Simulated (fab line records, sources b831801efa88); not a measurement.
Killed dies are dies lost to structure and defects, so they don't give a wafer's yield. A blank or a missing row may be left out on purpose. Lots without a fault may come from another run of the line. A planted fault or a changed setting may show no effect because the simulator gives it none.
Split-lot experiment | flow sfq_line | 5 lots, 27 wafers read, on a route of 325 steps

THE SPLIT
At SFQ_TRILAYER_M7_DEP_SPUTTER_175 (material Nb, target thk 200 nm, time 133.3 s), the setting time_s was moved away from the recipe's 133.3 s on 9 of the 27 wafers read, by -37.1% to +44.5%. The other wafers ran this setting at the recipe's value.

FROM THE SPLIT TO THE READING: what the file shows between them, 3 steps
- SFQ_M7_RS_MEAS_943: measures by four-point-probe
- SFQ_TRILAYER_M7_LITHO_COAT_182: resist thk 62 nm
- SFQ_TRILAYER_M7_BARC_OPEN_METAL_ETCH_229: etches BARC in O2, target depth 125 nm, time 41.7 s

THE READING
oes_product_au, in a.u., at SFQ_TRILAYER_M7_ETCH_METAL_ETCH_180 (etches Nb in Cl2/Ar, stops on SiO2, target depth 240 nm, time 120 s). Fault-free wafers of this fab line usually give 0.892 a.u., standard deviation 0.0076 a.u..

wafer  | tool, chamber at the split | time_s as run, s | against the recipe | oes_product_au, a.u. | against lot-mates on the recipe
L074.1 | pvd_sputter-06, -          | 133.3            | recipe             | 0.886                | -
L074.2 | pvd_sputter-06, -          | 83.86            | -37.1%             | 0.700                | -0.188
L074.3 | pvd_sputter-06, -          | 133.3            | recipe             | 0.890                | -
L074.4 | pvd_sputter-06, -          | 83.86            | -37.1%             | 0.685                | -0.203
L074.5 | pvd_sputter-06, -          | 83.86            | -37.1%             | 0.689                | -0.199
L074.6 | pvd_sputter-06, -          | 133.3            | recipe             | 0.888                | -
L077.1 | pvd_sputter-04, -          | 133.3            | recipe             | 0.899                | -
L077.3 | pvd_sputter-04, -          | 133.3            | recipe             | 0.906                | -
L077.4 | pvd_sputter-04, -          | 133.3            | recipe             | 0.892                | -
L080.1 | pvd_sputter-05, -          | 182.1            | +36.6%             | 0.987                | +0.100
L080.2 | pvd_sputter-05, -          | 182.1            | +36.6%             | 0.986                | +0.099
L080.3 | pvd_sputter-05, -          | 133.3            | recipe             | 0.880                | -
L080.4 | pvd_sputter-05, -          | 133.3            | recipe             | 0.891                | -
L080.5 | pvd_sputter-05, -          | 133.3            | recipe             | 0.890                | -
L080.6 | pvd_sputter-05, -          | 182.1            | +36.6%             | 0.985                | +0.098
L081.1 | pvd_sputter-04, -          | 133.3            | recipe             | 0.885                | -
L081.2 | pvd_sputter-04, -          | 133.3            | recipe             | 0.891                | -
L081.3 | pvd_sputter-04, -          | 133.3            | recipe             | 0.885                | -
L081.4 | pvd_sputter-04, -          | 133.3            | recipe             | 0.890                | -
L081.5 | pvd_sputter-04, -          | 133.3            | recipe             | 0.880                | -
L081.6 | pvd_sputter-04, -          | 133.3            | recipe             | 0.898                | -
L085.1 | pvd_sputter-04, -          | 133.3            | recipe             | 0.901                | -
L085.2 | pvd_sputter-04, -          | 133.3            | recipe             | 0.895                | -
L085.3 | pvd_sputter-04, -          | 192.6            | +44.5%             | 0.984                | +0.088
L085.4 | pvd_sputter-04, -          | 192.6            | +44.5%             | 0.973                | +0.077
L085.5 | pvd_sputter-04, -          | 133.3            | recipe             | 0.893                | -
L085.6 | pvd_sputter-04, -          | 192.6            | +44.5%             | 0.981                | +0.085

THE FIT
A straight line over all 27 wafers: oes_product_au changes by +0.00332 a.u. for each +1% of time_s; r = +0.93; the points scatter about the line by 0.03 a.u..
The same after taking each lot's own level away (the mean of its wafers on the recipe; 27 wafers): +0.00328 a.u. for each +1%; r = +0.93; scatter 0.03 a.u..
On that fit, the largest move of time_s shifts the reading by 0.15 a.u..
The lots' own levels span 0.8870 to 0.8990 a.u., that is 1.6 times the standard deviation above.
So the lot-to-lot level changes the slope little: the two slopes agree.
Check: with one of the wafers moved furthest among these (+44.5%) left out of the fit, the line predicts +0.136 a.u. for it against its lot-mates. It came out at +0.0877 a.u. against them.

OTHER SPLITS ON THESE WAFERS
These wafers also went through other splits before the reading. Each is held against what the fit with the lots' levels taken away leaves over:
other split on the same wafers                  | wafers away from the commonest value | r with oes_product_au (lot level and that fit taken away)
SFQ_TRILAYER_R5_ETCH_METAL_ETCH_139 time_s      | 6                                    | -0.05
SFQ_TRILAYER_M6_BARC_OPEN_METAL_ETCH_206 time_s | 6                                    | -0.38

THE WHOLE CHAIN: every reading that the file lists as answering this split, in the file's order
step                                | what it does                                                        | reading                                                                                   | change (the file's fit)                                                              | r (the file's)
SFQ_TRILAYER_M7_DEP_SPUTTER_175     | material Nb, target thk 200 nm, time 133.3 s                        | Nb_of_TRILAYER_M7_DEP_SPUTTER_175.thk_nm (the simulator's own value, which no gauge read) | +1.97 nm for each +1% of the setting                                                 | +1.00
SFQ_M7_RS_MEAS_943                  | measures by four-point-probe                                        | M7_NB_RS                                                                                  | not straight: 1.445 at the lowest setting, 0.894 at the recipe, 0.618 at the highest | not given
SFQ_TRILAYER_M7_ETCH_METAL_ETCH_180 | etches Nb in Cl2/Ar, stops on SiO2, target depth 240 nm, time 120 s | oes_product_au                                                                            | +0.00311 a.u. for each +1% of the setting                                            | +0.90

THE FILE'S OWN FIT
oes_product_au changes by +0.00311 a.u. for each +1% of time_s, r = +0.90.
